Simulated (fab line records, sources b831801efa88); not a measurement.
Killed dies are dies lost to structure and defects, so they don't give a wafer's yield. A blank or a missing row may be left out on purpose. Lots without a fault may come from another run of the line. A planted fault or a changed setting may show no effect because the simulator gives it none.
fab line records | flow sky130 | part 1 of 2: steps 1 to 25 of 35
record lots=5 wafers=15 last_day=51
route steps=708 shown CONTACT@412 METAL1@434
lots that met no fault: from a run of the same line without faults
start_h: hours from the record's first day to the start of the lot's first wafer shown | wait_h: hours since the lot's step before | " the same as in the row above | L1.1+2: a row that stands for several wafers | - no value, or no start given | * or withheld: withheld | < > ~ a bound
route shown NAME@n: a module of which the file shows steps, and the number in the route of the first | usual: mean/standard deviation of fault-free wafers | same: alike in all rows | chamber/n: place in a boat | sites: the reading at each site | _std_site: their standard deviation | _edge_site: outer sites' mean less inner sites' | radius_mm: how far each site lies from the wafer's centre | mask NAME#n: copy n | behind: the tool/chamber that last shaped the wafer | hold: why the lot was held/for how many hours/how that ended | device: the transistor (n, p or np) that didn't switch | end of line: the same wafers' tests at the end of the route | a step without rows: its recipe alone | killed: dies lost to structure and defects at the first sort, not the wafer's yield | map: a wafer's dies, x killed, . not, _ none there
set.NAME: the setting as run; set.NAME@STEP: as run at that earlier step | model.NAME: the simulator's own value behind a step, which no gauge read
lots at some steps of the route; a table a step, a row a wafer
services: from which hour (start_h, from the record's first day; less than 0 if before it) a tool's chamber was out of use, for how many hours, and why
## steps
# step SKY_CONTACT_DEHYDRATE_06
# recipe temp_c=200 time_s=60
# usual exhaust_pa=45.0/0.96
# columns lot.wafer tool chamber start_h wait_h exhaust_pa
L079.2 litho_track-02 0 779.94 13.1 45.5
L079.4 " 0 " " 45.6
L079.5 " 0 " " 44.8
L092.1 litho_track-01 0 877.93 12.7 44.9
L092.2 " 0 " " 46.1
L092.6 " 0 " " 47.0
L093.1 litho_track-01 0 889.73 13.1 44.9
L093.2 " 0 " " 45.9
L093.3 " 0 " " 44.4
L094.1 litho_track-03 0 892.79 12.7 44.8
L094.2 " 0 " " 45.8
L094.6 " 0 " " 43.9
L097.1 litho_track-01 0 904.83 12.5 43.6
L097.2 " 0 " " 45.0
L097.5 " 0 " " 43.1
# step SKY_CONTACT_HMDS_07
# recipe prime_time_s=60 prime_temp_c=120
# usual exhaust_pa=45.0/0.86
# columns lot.wafer tool chamber start_h wait_h exhaust_pa
L079.2 litho_track-02 0 780.09 0.1 45.1
L079.4 " 0 " " 46.7
L079.5 " 0 " " 46.2
L092.1 litho_track-01 0 878.08 0.1 44.7
L092.2 " 0 " " 44.0
L092.6 " 0 " " 44.4
L093.1 litho_track-01 0 889.88 0.1 44.9
L093.2 " 0 " " 46.1
L093.3 " 0 " " 46.4
L094.1 litho_track-03 0 892.94 0.1 45.6
L094.2 " 0 " " 45.2
L094.6 " 0 " " 45.5
L097.1 litho_track-01 0 904.98 0.1 44.8
L097.2 " 0 " " 44.9
L097.5 " 0 " " 45.4
# step SKY_CONTACT_COAT_08
# recipe resist=BARC temp_c=withheld time_s=withheld spin_rpm=3000 resist_thk_nm=60
# usual exhaust_pa=45.2/0.96
# columns lot.wafer tool chamber start_h wait_h exhaust_pa
L079.2 litho_track-02 0 780.24 0.1 46.7
L079.4 " 0 " " 46.4
L079.5 " 0 " " 44.3
L092.1 litho_track-01 0 878.23 0.1 44.5
L092.2 " 0 " " 44.8
L092.6 " 0 " " 45.0
L093.1 litho_track-01 0 890.03 0.1 45.2
L093.2 " 0 " " 44.3
L093.3 " 0 " " 45.1
L094.1 litho_track-03 0 893.09 0.1 44.1
L094.2 " 0 " " 44.5
L094.6 " 0 " " 43.8
L097.1 litho_track-01 0 905.13 0.1 45.8
L097.2 " 0 " " 45.3
L097.5 " 0 " " 45.9
# step SKY_CONTACT_COAT_09
# recipe resist=KrF-thick spin_rpm=3000 resist_thk_nm=450
# usual exhaust_pa=45.1/0.89
# columns lot.wafer tool chamber start_h wait_h exhaust_pa
L079.2 litho_track-02 0 - - 44.4
L079.4 " 0 " " 44.8
L079.5 " 0 " " 44.0
L092.1 litho_track-01 0 - - 45.4
L092.2 " 0 " " 45.9
L092.6 " 0 " " 45.2
L093.1 litho_track-01 0 - - 46.5
L093.2 " 0 " " 45.6
L093.3 " 0 " " 44.6
L094.1 litho_track-03 0 - - 44.2
L094.2 " 0 " " 44.7
L094.6 " 0 " " 44.4
L097.1 litho_track-01 0 - - 43.9
L097.2 " 0 " " 43.8
L097.5 " 0 " " 43.9
# step SKY_CONTACT_SOFTBAKE_10
# recipe temp_c=100 time_s=90 resist=KrF-thick
# usual exhaust_pa=44.9/0.93
# columns lot.wafer tool chamber start_h wait_h exhaust_pa
L079.2 litho_track-02 0 - - 43.8
L079.4 " 0 " " 45.4
L079.5 " 0 " " 46.4
L092.1 litho_track-01 0 - - 45.9
L092.2 " 0 " " 44.2
L092.6 " 0 " " 44.5
L093.1 litho_track-01 0 - - 45.5
L093.2 " 0 " " 44.7
L093.3 " 0 " " 44.7
L094.1 litho_track-03 0 - - 46.5
L094.2 " 0 " " 46.3
L094.6 " 0 " " 45.7
L097.1 litho_track-01 0 - - 44.6
L097.2 " 0 " " 44.5
L097.5 " 0 " " 43.9
# step SKY_CONTACT_EXPOSE_11
# recipe mask_id=CTM1 na=0.8 source_shape=annular sigma_inner=0.55 sigma_outer=0.85 target_cd_nm=170 dose_mj=38
# usual focus_offset_nm=-0.1/0.56
# same sigma_outer=0.85
# columns lot.wafer tool chamber start_h wait_h mask focus_offset_nm
L079.2 krf_scanner-02 0 - - CTM1#0 -0.3
L079.4 " 0 " " CTM1#0 -0.3
L079.5 " 0 " " CTM1#0 0.7
L092.1 krf_scanner-02 0 - - CTM1#0 0.1
L092.2 " 0 " " CTM1#0 0.0
L092.6 " 0 " " CTM1#0 0.0
L093.1 krf_scanner-02 0 - - CTM1#0 0.0
L093.2 " 0 " " CTM1#0 -1.0
L093.3 " 0 " " CTM1#0 0.0
L094.1 krf_scanner-02 0 - - CTM1#0 -0.2
L094.2 " 0 " " CTM1#0 -0.3
L094.6 " 0 " " CTM1#0 0.1
L097.1 krf_scanner-02 0 - - CTM1#0 -0.3
L097.2 " 0 " " CTM1#0 -0.1
L097.5 " 0 " " CTM1#0 -0.1
# step SKY_CONTACT_PEB_12
# recipe peb_temp_c=withheld peb_time_s=withheld resist=KrF-thick
# usual exhaust_pa=44.9/0.86
# columns lot.wafer tool chamber start_h wait_h exhaust_pa
L079.2 litho_track-02 0 - - 45.3
L079.4 " 0 " " 44.1
L079.5 " 0 " " 43.3
L092.1 litho_track-03 0 - - 44.4
L092.2 " 0 " " 44.5
L092.6 " 0 " " 44.5
L093.1 litho_track-03 0 - - 44.8
L093.2 " 0 " " 44.1
L093.3 " 0 " " 45.2
L094.1 litho_track-01 0 - - 44.8
L094.2 " 0 " " 45.4
L094.6 " 0 " " 44.5
L097.1 litho_track-01 0 - - 44.3
L097.2 " 0 " " 45.0
L097.5 " 0 " " 45.1
# step SKY_CONTACT_DEVELOP_13
# recipe develop_time_s=60 resist=KrF-thick dev_temp_c=21
# usual developer_temp_C=21.02/0.11 exhaust_pa=45.0/0.92
# columns lot.wafer tool chamber start_h wait_h developer_temp_C exhaust_pa
L079.2 litho_track-02 0 - - 20.95 45.5
L079.4 " 0 " " 21.11 44.7
L079.5 " 0 " " 21.10 45.8
L092.1 litho_track-03 0 - - 21.01 44.8
L092.2 " 0 " " 21.07 45.3
L092.6 " 0 " " 20.94 44.5
L093.1 litho_track-03 0 - - 21.04 46.1
L093.2 " 0 " " 21.02 44.9
L093.3 " 0 " " 20.99 44.1
L094.1 litho_track-01 0 - - 20.93 45.8
L094.2 " 0 " " 21.15 46.4
L094.6 " 0 " " 21.16 47.2
L097.1 litho_track-01 0 - - 21.01 45.7
L097.2 " 0 " " 21.07 44.1
L097.5 " 0 " " 20.95 44.0
# step SKY_CONTACT_CD_MEAS_14
# recipe target_cd_nm=170
# usual cd_nm=169.7/1.8
# columns lot.wafer tool chamber start_h wait_h cd_nm
L079.2 cd_sem-01 - 794.68 - 167.7
L079.4 " - " " 168.9
L079.5 " - " " 167.7
L092.1 cd_sem-02 - 892.19 - 170.8
L092.2 " - " " 171.0
L092.6 " - " " 171.7
L093.1 cd_sem-01 - 902.84 - 172.0
L093.2 " - " " 171.9
L093.3 " - " " 172.5
L094.1 cd_sem-01 - 905.98 - 165.3
L094.2 " - " " 165.8
L094.6 " - " " 165.1
L097.1 cd_sem-01 - 918.38 - 167.8
L097.2 " - " " 166.5
L097.5 " - " " 167.6
# step SKY_CONTACT_OVL_MEAS_15
# usual CONTACT_OVL=-3/5
# columns lot.wafer tool chamber start_h wait_h CONTACT_OVL[nm]
L079.2 overlay-01 - 794.79 0.1 -3
L079.4 " - " " 0
L079.5 " - " " -1
L092.1 overlay-01 - 892.31 0.1 -5
L092.2 " - " " 1
L092.6 " - " " 6
L093.1 overlay-01 - 902.96 0.1 -11
L093.2 " - " " -12
L093.3 " - " " -7
L094.1 overlay-02 - 906.10 0.1 -7
L094.2 " - " " -9
L094.6 " - " " -8
L097.1 overlay-01 - 918.50 0.1 0
L097.2 " - " " -3
L097.5 " - " " 3
# step SKY_CONTACT_ETCH_16
# recipe chemistry=N2/H2 target=BARC ion_energy_ev=200 source_w=500 bias_w=100 pressure_mtorr=30 n2_flow_sccm=100 h2_flow_sccm=200 stop_on=SiO2 time_s=45.9 target_depth_a=600
# usual drypump_motor_current_A=5.8/0.34 oes_product_au=0.855/0.0043 throttle_valve_pct=13.225/0.009
# columns lot.wafer tool chamber start_h wait_h drypump_motor_current_A oes_product_au rf_hours_counter_h throttle_valve_pct
L079.2 rie_diel-02 2 794.82 0.0 5.9 0.858 15 13.216
L079.4 " 0 " " 5.3 0.854 16 13.223
L079.5 " 0 " " 5.3 0.855 - 13.233
L092.1 rie_diel-01 3 892.35 0.0 6.0 0.856 8 13.253
L092.2 " 1 " " 6.3 0.860 16 13.239
L092.6 " 3 " " 6.0 0.854 - 13.238
L093.1 rie_diel-03 3 903.00 0.0 5.8 0.853 3 13.235
L093.2 " 1 " " 6.1 0.851 5 13.213
L093.3 " 0 " " 5.9 0.848 23 13.225
L094.1 rie_diel-02 2 906.13 0.0 5.9 0.844 17 13.225
L094.2 " 0 " " 5.3 0.849 20 13.228
L094.6 " 1 " " 5.0 0.858 - 13.233
L097.1 rie_diel-03 0 918.53 0.0 5.9 0.855 24 13.231
L097.2 " 3 " " 5.8 0.850 4 13.221
L097.5 " 3 " " 5.8 0.857 - 13.210
# step SKY_CONTACT_ETCH_17
# recipe target=SiO2 chemistry=C4F8/O2/Ar stop_on=Si3N4 mask_material=KrF-thick source_w=1500 bias_w=1200 pressure_mtorr=40 c4f8_flow_sccm=withheld O2_flow_sccm=6 Ar_flow_sccm=300 time_s=withheld target_depth_a=3400
# usual oes_product_au=0.892/0.0047
# columns lot.wafer tool chamber start_h wait_h oes_product_au
L079.2 rie_diel-02 2 794.86 0.0 0.886
L079.4 " 0 " " 0.900
L079.5 " 0 " " 0.891
L092.1 rie_diel-01 3 892.39 0.0 0.891
L092.2 " 1 " " 0.894
L092.6 " 3 " " 0.883
L093.1 rie_diel-03 3 903.04 0.0 0.886
L093.2 " 1 " " 0.891
L093.3 " 0 " " 0.885
L094.1 rie_diel-02 2 906.17 0.0 0.891
L094.2 " 0 " " 0.887
L094.6 " 1 " " 0.895
L097.1 rie_diel-03 0 918.57 0.0 0.897
L097.2 " 3 " " 0.898
L097.5 " 3 " " 0.887
# step SKY_CONTACT_ETCH_18
# recipe target=Si3N4 chemistry=CHF3/O2 stop_on=TiN source_w=600 bias_w=200 pressure_mtorr=40 chf3_flow_sccm=50 O2_flow_sccm=5 time_s=39 target_depth_a=750
# usual drypump_motor_current_A=5.8/0.34 oes_product_au=0.854/0.0075 throttle_valve_pct=8.793/0.0095
# columns lot.wafer tool chamber start_h wait_h drypump_motor_current_A oes_product_au rf_hours_counter_h throttle_valve_pct
L079.2 rie_diel-02 2 - - 5.9 0.860 15 8.793
L079.4 " 0 " " 5.3 0.863 16 8.796
L079.5 " 0 " " 5.3 0.855 - 8.809
L092.1 rie_diel-01 3 - - 5.9 0.838 8 8.787
L092.2 " 1 " " 6.3 0.844 16 8.801
L092.6 " 3 " " 5.9 0.844 - 8.796
L093.1 rie_diel-03 3 - - 5.8 0.843 3 8.798
L093.2 " 1 " " 6.2 0.855 5 8.810
L093.3 " 0 " " 5.9 0.848 23 8.780
L094.1 rie_diel-02 2 - - 5.9 0.857 17 8.788
L094.2 " 0 " " 5.2 0.850 20 8.786
L094.6 " 1 " " 5.0 0.848 - 8.801
L097.1 rie_diel-03 0 - - 5.9 0.841 24 8.801
L097.2 " 3 " " 5.7 0.846 4 8.796
L097.5 " 3 " " 5.7 0.857 - 8.797
# step SKY_CONTACT_STRIP_19
# recipe chemistry=O2/N2 power_w=1400 pressure_mtorr=1500 platen_temp_c=withheld o2_flow_sccm=3000 n2_flow_sccm=300 overash_fraction=0.5
# usual drypump_motor_current_A=5.8/0.47 oes_product_au=0.381/0.0049 strip_time_to_endpoint_s=3.61/0.031
# columns lot.wafer tool chamber start_h wait_h drypump_motor_current_A oes_product_au rf_hours_counter_h strip_time_to_endpoint_s
L079.2 plasma_asher-03 0 794.95 - 5.4 0.378 34 3.58
L079.4 " 1 " " 6.1 0.384 - 3.62
L079.5 " 1 " " 6.1 0.384 - 3.63
L092.1 plasma_asher-04 1 892.48 - 6.1 0.377 14 3.59
L092.2 " 0 " " 6.4 0.391 14 3.57
L092.6 " 0 " " 6.4 0.385 - 3.58
L093.1 plasma_asher-03 1 903.13 - 6.1 0.378 45 3.59
L093.2 " 0 " " 5.4 0.384 45 3.62
L093.3 " 0 " " 5.4 0.381 - 3.63
L094.1 plasma_asher-04 0 906.26 - 6.4 0.375 15 3.56
L094.2 " 1 " " 6.1 0.376 15 3.58
L094.6 " 1 " " 6.1 0.379 - 3.61
L097.1 plasma_asher-03 0 918.66 - 5.4 0.389 46 3.63
L097.2 " 1 " " 6.2 0.378 46 3.57
L097.5 " 1 " " 6.1 0.389 - 3.59
# step SKY_CONTACT_STRIP_20
# recipe chemistry=post_etch_residue_remover time_s=1200 temp_c=72.5
# columns lot.wafer tool chamber start_h wait_h
L079.2+4+5 wet_bench-01 1 795.05 0.1
L092.1+2+6 wet_bench-01 1 892.58 0.1
L093.1+2+3 wet_bench-04 0 903.23 0.1
L094.1+2+6 wet_bench-02 2 906.36 0.1
L097.1+2+5 wet_bench-04 1 918.76 0.1
# step SKY_CONTACT_CLEAN_21
# recipe chemistry=IPA time_s=180 temp_c=25
# columns lot.wafer tool chamber start_h wait_h
L079.2+4+5 wet_bench-02 3 795.39 0.0
L092.1+2+6 wet_bench-04 1 892.95 0.0
L093.1+2+3 wet_bench-02 3 903.57 0.0
L094.1+2+6 wet_bench-01 3 906.71 0.0
L097.1+2+5 wet_bench-02 0 919.11 0.0
# step SKY_CONTACT_CLEAN_22
# recipe chemistry=O3/DIW dry=n2_spin
# columns lot.wafer tool chamber start_h wait_h
L079.2+4+5 wet_bench-01 2 795.45 0.0
L092.1+2+6 wet_bench-01 3 893.01 0.0
L093.1+2+3 wet_bench-01 2 903.63 0.0
L094.1+2+6 wet_bench-04 3 906.76 0.0
L097.1+2+5 wet_bench-01 2 919.16 0.0
# step SKY_CONTACT_SPUTTER_23
# recipe material=TiN target_thk_nm=20 chamber_pressure_pa=5 power_w=4000 time_s=80
# usual throttle_valve_pct=30.2/1.4
# columns lot.wafer tool chamber start_h wait_h throttle_valve_pct
L079.2 pvd_sputter-04 - 795.54 0.0 30.0
L079.4 " - " " 28.4
L079.5 " - " " 30.7
L092.1 pvd_sputter-01 - 893.11 0.0 31.2
L092.2 " - " " 31.4
L092.6 " - " " 32.0
L093.1 pvd_sputter-03 - 903.72 0.0 30.2
L093.2 " - " " 28.2
L093.3 " - " " 28.9
L094.1 pvd_sputter-04 - 906.86 0.0 28.3
L094.2 " - " " 30.0
L094.6 " - " " 28.7
L097.1 pvd_sputter-01 - 919.26 0.0 31.3
L097.2 " - " " 31.5
L097.5 " - " " 31.9
# step SKY_CONTACT_CVD_24
# recipe material=W target_thk_nm=340 time_s=102.12 temp_c=400 pressure_torr=40
# usual heater_power_w=888/34
# columns lot.wafer tool chamber start_h wait_h heater_power_w
L079.2 cvd_w-02 0 795.61 0.0 904
L079.4 " 1 " " 917
L079.5 " 1 " " 892
L092.1 cvd_w-02 0 893.18 0.0 931
L092.2 " 1 " " 915
L092.6 " 0 " " 917
L093.1 cvd_w-02 1 903.78 0.0 916
L093.2 " 0 " " 914
L093.3 " 0 " " 906
L094.1 cvd_w-02 1 906.93 0.0 916
L094.2 " 0 " " 890
L094.6 " 0 " " 907
L097.1 cvd_w-02 1 919.32 0.0 915
L097.2 " 0 " " 903
L097.5 " 0 " " 909
# step SKY_CONTACT_RS_MEAS_25
# recipe thk_meas_gauge=four-point-probe reads=W_of_CONTACT_CVD_24+TiN_of_CONTACT_SPUTTER_23
# usual CONTACT_W_RS=0.336/0.0052
# columns lot.wafer tool chamber start_h wait_h CONTACT_W_RS[ohm/sq]
L079.2 film_metro-03 - 795.74 0.1 0.336
L079.4 " - " " 0.342
L079.5 " - " " 0.339
L092.1 film_metro-04 - 893.29 0.1 0.327
L092.2 " - " " 0.337
L092.6 " - " " 0.322
L093.1 film_metro-03 - 903.89 0.1 0.339
L093.2 " - " " 0.330
L093.3 " - " " 0.332
L094.1 film_metro-03 - 907.04 0.1 0.343
L094.2 " - " " 0.332
L094.6 " - " " 0.329
L097.1 film_metro-01 - 919.43 0.1 0.338
L097.2 " - " " 0.331
L097.5 " - " " 0.328
# step SKY_CONTACT_THK_MEAS_26
# recipe thk_meas_gauge=xrf reads=W_of_CONTACT_CVD_24
# usual CONTACT_W_THK=337/5.7
# columns lot.wafer tool chamber start_h wait_h CONTACT_W_THK[nm]
L079.2 film_metro-03 - 795.85 0.1 341
L079.4 " - " " 334
L079.5 " - " " 336
L092.1 film_metro-04 - 893.41 0.1 345
L092.2 " - " " 335
L092.6 " - " " 349
L093.1 film_metro-03 - 904.01 0.1 338
L093.2 " - " " 343
L093.3 " - " " 341
L094.1 film_metro-03 - 907.16 0.1 330
L094.2 " - " " 342
L094.6 " - " " 344
L097.1 film_metro-01 - 919.55 0.1 335
L097.2 " - " " 341
L097.5 " - " " 346
# step SKY_CONTACT_CMP_27
# recipe stop_on=SiO2 t_overpolish_s=15 down_force_psi=3.5 platen_rpm=60 target_thk_nm=0 pad_velocity_m_s=0.94248
# usual motor_current_A=10.9/0.77 overpolish_run_s=14.999/0.0098 time_to_endpoint_s=83/3.2
# columns lot.wafer tool chamber start_h wait_h motor_current_A overpolish_run_s time_to_endpoint_s
L079.4 cmp-02 0 795.95 0.1 12.5 15.011 78
L079.2 " 1 " " 11.0 14.988 81
L079.5 " 3 " " 10.1 15.003 75
L092.2 cmp-01 3 893.65 0.2 11.6 14.994 81
L092.1 " 0 " " 10.1 14.993 84
L092.6 " 0 " " 10.7 14.994 88
L093.1 cmp-02 2 904.12 0.1 10.1 14.997 83
L093.2 " 3 " " 9.8 14.991 85
L093.3 " 0 " " 12.6 15.002 84
L094.1 cmp-01 3 907.27 0.1 12.0 14.985 78
L094.2 " 1 " " 11.0 14.997 81
L094.6 " 2 " " 10.8 14.990 84
L097.1 cmp-02 2 919.61 0.1 9.9 15.002 82
L097.2 " 1 " " 10.9 14.989 84
L097.5 " 3 " " 10.3 14.998 84
# step SKY_METAL1_SPUTTER_00
# recipe material=Ti target_thk_nm=15 power_w=3000 time_s=10 chamber_pressure_pa=0.4
# usual throttle_valve_pct=30.1/1.2
# columns lot.wafer tool chamber start_h wait_h throttle_valve_pct
L079.2 pvd_sputter-01 - 796.20 0.1 32.0
L079.4 " - " " 31.0
L079.5 " - " " 31.7
L092.1 pvd_sputter-02 - 893.95 0.2 29.7
L092.2 " - " " 29.1
L092.6 " - " " 29.1
L093.1 pvd_sputter-01 - 904.37 0.2 31.7
L093.2 " - " " 31.2
L093.3 " - " " 31.4
L094.1 pvd_sputter-02 - 907.52 0.2 28.9
L094.2 " - " " 29.2
L094.6 " - " " 29.3
L097.1 pvd_sputter-01 - 919.91 0.2 31.0
L097.2 " - " " 31.2
L097.5 " - " " 31.2
# step SKY_METAL1_SPUTTER_01
# recipe material=TiN target_thk_nm=20 power_w=6500 time_s=16.7 chamber_pressure_pa=0.4
# usual throttle_valve_pct=30.1/1.2
# columns lot.wafer tool chamber start_h wait_h throttle_valve_pct
L079.2 pvd_sputter-01 - 796.22 0.0 32.0
L079.4 " - " " 31.2
L079.5 " - " " 31.7
L092.1 pvd_sputter-02 - 893.97 0.0 29.6
L092.2 " - " " 29.1
L092.6 " - " " 29.2
L093.1 pvd_sputter-01 - 904.39 0.0 31.8
L093.2 " - " " 31.4
L093.3 " - " " 31.6
L094.1 pvd_sputter-02 - 907.56 0.0 28.8
L094.2 " - " " 29.0
L094.6 " - " " 29.1
L097.1 pvd_sputter-01 - 919.93 0.0 30.9
L097.2 " - " " 31.3
L097.5 " - " " 31.2
# step SKY_METAL1_SPUTTER_02
# recipe material=AlCu target_thk_nm=250 power_w=10600 time_s=13.3 chamber_pressure_pa=0.4
# usual throttle_valve_pct=30.1/1.2
# columns lot.wafer tool chamber start_h wait_h throttle_valve_pct
L079.2 pvd_sputter-01 - 796.24 0.0 32.0
L079.4 " - " " 31.1
L079.5 " - " " 31.9
L092.1 pvd_sputter-02 - 893.99 0.0 29.7
L092.2 " - " " 29.2
L092.6 " - " " 29.1
L093.1 pvd_sputter-01 - 904.42 0.0 31.9
L093.2 " - " " 31.5
L093.3 " - " " 31.6
L094.1 pvd_sputter-02 - 907.61 0.0 28.9
L094.2 " - " " 29.2
L094.6 " - " " 29.1
L097.1 pvd_sputter-01 - 919.96 0.0 31.0
L097.2 " - " " 31.3
L097.5 " - " " 31.0
